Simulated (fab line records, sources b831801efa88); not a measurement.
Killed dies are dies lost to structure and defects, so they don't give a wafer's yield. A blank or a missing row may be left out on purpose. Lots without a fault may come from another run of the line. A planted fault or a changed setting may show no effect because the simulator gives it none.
Which tool did it? | flow sky130 | 11 lots, 33 wafers sampled, at 1 step of a route of 708

WHAT THE GAUGES READ, wafer by wafer
SKY_FIELD_ISO_THK_MEAS_02. Usual: FIELD_ISO_OXIDATION_00_THK 12.02 nm, standard deviation 0.23.
lot  | measured    | on            | FIELD_ISO_OXIDATION_00_THK (nm) | flag
L426 | day 1 16:38 | film_metro-04 | 11.92 12.28 11.96               |
L429 | day 2 09:02 | film_metro-01 | 12.06 12.17 11.93               |
L430 | day 2 13:02 | film_metro-02 | 12.01 11.97 11.99               |
L431 | day 2 17:39 | film_metro-02 | 12.21 12.16 12.15               |
L434 | day 3 09:22 | film_metro-02 | 12.39 12.39 12.29               |
L436 | day 3 19:02 | film_metro-02 | 12.21 12.14 12.02               |
L438 | day 4 05:19 | film_metro-01 | 12.25 12.35 12.05               |
L439 | day 4 09:40 | film_metro-02 | 11.45 11.68 11.90               |
L440 | day 4 14:38 | film_metro-04 | 12.52 12.58 12.38               |
L441 | day 4 20:24 | film_metro-04 | 12.05 11.97 11.98               |
L446 | day 5 21:16 | film_metro-04 | 11.86 11.83 11.91               |

WHICH TOOL RAN EACH LOT (tool, then ch and the chambers of the sampled wafers, then the start)
The record holds no process step before these readings.

WHAT THE TOOLS THEMSELVES READ (means of the sampled wafers that have a number; where no wafer has one, the mark that the record gives instead)
The record holds no such reading with a usual standard deviation.

THE ANSWER, worked out from the rows above alone
Rule: a lot is off if the mean of its wafers that have a number lies more than 3 standard deviations from the usual mean. A lot without any number at a reading at which 4 lots or more have one is off too. The other lots that the step has rows for count as sound. The gauges are gone through in route order, then the tools' own readings, and for those a lot's mean is taken as printed above. The first step at which some lot is off is used, and at that step the reading that is off furthest; a lot without a number counts as furthest.
No lot is off at any reading shown: from this, nothing can be told.

WHAT THE SIMULATOR HAD PUT IN
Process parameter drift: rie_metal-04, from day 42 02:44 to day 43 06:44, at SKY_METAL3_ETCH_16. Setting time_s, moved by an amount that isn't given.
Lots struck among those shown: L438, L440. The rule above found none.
